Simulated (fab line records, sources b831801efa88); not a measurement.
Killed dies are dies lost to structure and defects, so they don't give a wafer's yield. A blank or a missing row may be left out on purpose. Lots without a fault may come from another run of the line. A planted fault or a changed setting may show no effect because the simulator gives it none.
Which tool did it? | flow gf180mcu | 12 lots, 36 wafers sampled, at 3 steps of a route of 602

WHAT THE GAUGES READ, wafer by wafer
GF_V1_RS_MEAS_24: measures by four-point-probe.
lot  | measured     | on            | V1_W_RS (ohm/sq)
L075 | day 18 09:00 | film_metro-04 | 0.320 0.330 0.318
L077 | day 19 06:20 | film_metro-02 | 0.328 0.335 0.328
L079 | day 20 03:26 | film_metro-02 | 0.328 0.326 0.329
L081 | day 21 02:14 | film_metro-01 | 0.331 0.324 0.327
L083 | day 21 19:09 | film_metro-01 | 0.314 0.327 0.319
L085 | day 22 07:30 | film_metro-02 | 0.319 0.325 0.318
L087 | day 23 04:23 | film_metro-04 | 0.326 0.315 0.314
L089 | day 23 19:32 | film_metro-02 | 0.325 0.329 0.325
L091 | day 24 07:56 | film_metro-01 | 0.325 0.326 0.334
L093 | day 25 06:17 | film_metro-02 | 0.319 0.324 0.320
L095 | day 25 15:52 | film_metro-01 | 0.322 0.322 0.320
L097 | day 26 08:35 | film_metro-04 | 0.325 0.327 0.329

WHICH TOOL RAN EACH LOT (tool, then ch and the chambers of the sampled wafers, then the start)
lot  | GF_MVPSD_STRIP_10                    | GF_M1_STRIP_17
L075 | plasma_asher-04 ch 0,1, day 5 06:40  | plasma_asher-02 ch 0,1, day 17 07:49
L077 | plasma_asher-04 ch 0,1, day 5 19:22  | plasma_asher-03 ch 0,1, day 18 04:22
L079 | plasma_asher-04 ch 0,1, day 6 06:13  | plasma_asher-03 ch 0,1, day 19 00:35
L081 | plasma_asher-04 ch 0,1, day 6 19:07  | plasma_asher-03 ch 0,1, day 20 00:10
L083 | plasma_asher-04 ch 0,1, day 7 06:42  | plasma_asher-01 ch 0,1, day 20 16:54
L085 | plasma_asher-04 ch 0,1, day 7 18:32  | plasma_asher-03 ch 0,1, day 21 05:55
L087 | plasma_asher-02 ch 0,1, day 8 06:23  | plasma_asher-03 ch 0,1, day 22 03:17
L089 | plasma_asher-02 ch 0,1, day 8 20:25  | plasma_asher-03 ch 0,1, day 22 17:55
L091 | plasma_asher-02 ch 0,1, day 9 06:25  | plasma_asher-03 ch 0,1, day 23 07:11
L093 | plasma_asher-04 ch 0, day 9 19:46    | plasma_asher-01 ch 1, day 24 05:53
L095 | plasma_asher-02 ch 0,1, day 10 07:48 | plasma_asher-01 ch 0,1, day 24 15:31
L097 | plasma_asher-02 ch 0,1, day 10 18:17 | plasma_asher-02 ch 0,1, day 25 09:13
- GF_MVPSD_STRIP_10: strips in O2/N2.
- GF_M1_STRIP_17: strips in O2/N2.

THE ANSWER, worked out from the rows above alone
Rule: what is usual is taken from the lots themselves. Put in order of their means at a reading, lots are off if they are a third of the lots or fewer, leave a main group of 4 or more, and stand apart from it by a gap of 3 or more times the standard deviation of the main group's means; of several such gaps the widest counts. A main group whose means are all the same, to the digits that the tables above print for the reading, isn't used. A lot without any number at a reading at which 4 lots or more have one is off too. The other lots that the step has rows for count as sound.
No lot is off at any reading shown: from this, nothing can be told.

WHAT THE SIMULATOR HAD PUT IN
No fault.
